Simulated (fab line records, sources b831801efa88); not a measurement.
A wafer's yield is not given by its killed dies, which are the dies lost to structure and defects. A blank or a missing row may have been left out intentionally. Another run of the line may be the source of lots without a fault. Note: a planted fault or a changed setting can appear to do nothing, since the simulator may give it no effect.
What tool caused it? / flow sky130 / 6 lots with 18 wafers sampled at 2 steps, on a route of 708 steps

== WHAT THE GAUGES READ, wafer by wafer ==
SKY_CAP2M_THK_MEAS_04: measures by xrf.
lot=L284; measured=day 39 21:24; on=film-metro-03; CAP2M_TIN_THK (nm)=199.3 202.1 200.1
lot=L286; measured=day 41 02:22; on=film-metro-01; CAP2M_TIN_THK (nm)=202.1 200.6 200.6
lot=L288; measured=day 41 10:25; on=film-metro-01; CAP2M_TIN_THK (nm)=201.1 200.7 199.3
lot=L292; measured=day 42 22:23; on=film-metro-02; CAP2M_TIN_THK (nm)=200.5 198.9 201.9
lot=L296; measured=day 43 16:05; on=film-metro-02; CAP2M_TIN_THK (nm)=206.9 205.7 205.7
lot=L303; measured=day 45 06:34; on=film-metro-02; CAP2M_TIN_THK (nm)=201.6 202.4 200.2

== TOOL THAT RAN EACH LOT (tool first, then ch and the chambers of the sampled wafers, then the start) ==
lot=L284; SKY_VIA3_CMP_24=cmp-02 ch 1,2, day 39 20:41
lot=L286; SKY_VIA3_CMP_24=cmp-02 ch 0,2,3, day 41 01:36
lot=L288; SKY_VIA3_CMP_24=cmp-02 ch 1,2,3, day 41 09:44
lot=L292; SKY_VIA3_CMP_24=cmp-02 ch 0,2,3, day 42 21:39
lot=L296; SKY_VIA3_CMP_24=cmp-02 ch 1,2,3, day 43 15:19
lot=L303; SKY_VIA3_CMP_24=cmp-01 ch 0,1,3, day 45 05:53
- SKY_VIA3_CMP_24: polishes, stops on SiO2, t overpolish 20 s, target thk 0 nm.

== THE ANSWER, worked out from the rows above alone ==
Rule: what is usual is taken from the lots themselves. Put in order of their means at a reading, lots are off if they are a third of the lots or fewer, leave a main group of 4 or more, and stand apart from it by a gap of 3 or more times the standard deviation of the main group's means; of several such gaps the widest counts. The tables above print the reading to a certain number of digits; a main group whose means all agree to those digits is not used. A lot without any number at a reading at which 4 lots or more have one is off too. Any other lot the step has rows for is counted as sound.
Off: L296, at SKY_CAP2M_THK_MEAS_04 (CAP2M_TIN_THK). The main group: mean 200.8 nm, standard deviation 0.41.
A tool fits if, at a process step before that reading, it ran every lot that is off, and no sound lot after the first of them. Those tools and the gauges at SKY_CAP2M_THK_MEAS_04 are tried in the same way. One candidate fits, namely cmp-02 at SKY_VIA3_CMP_24. A fault onset in the window from L292 (day 42 21:39, its last sound lot) to L296 (day 43 15:19, its first lot off) fits.

== WHAT THE SIMULATOR HAD INSERTED ==
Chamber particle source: cmp-02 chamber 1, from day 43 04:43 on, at SKY_VIA3_CMP_24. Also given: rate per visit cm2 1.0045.
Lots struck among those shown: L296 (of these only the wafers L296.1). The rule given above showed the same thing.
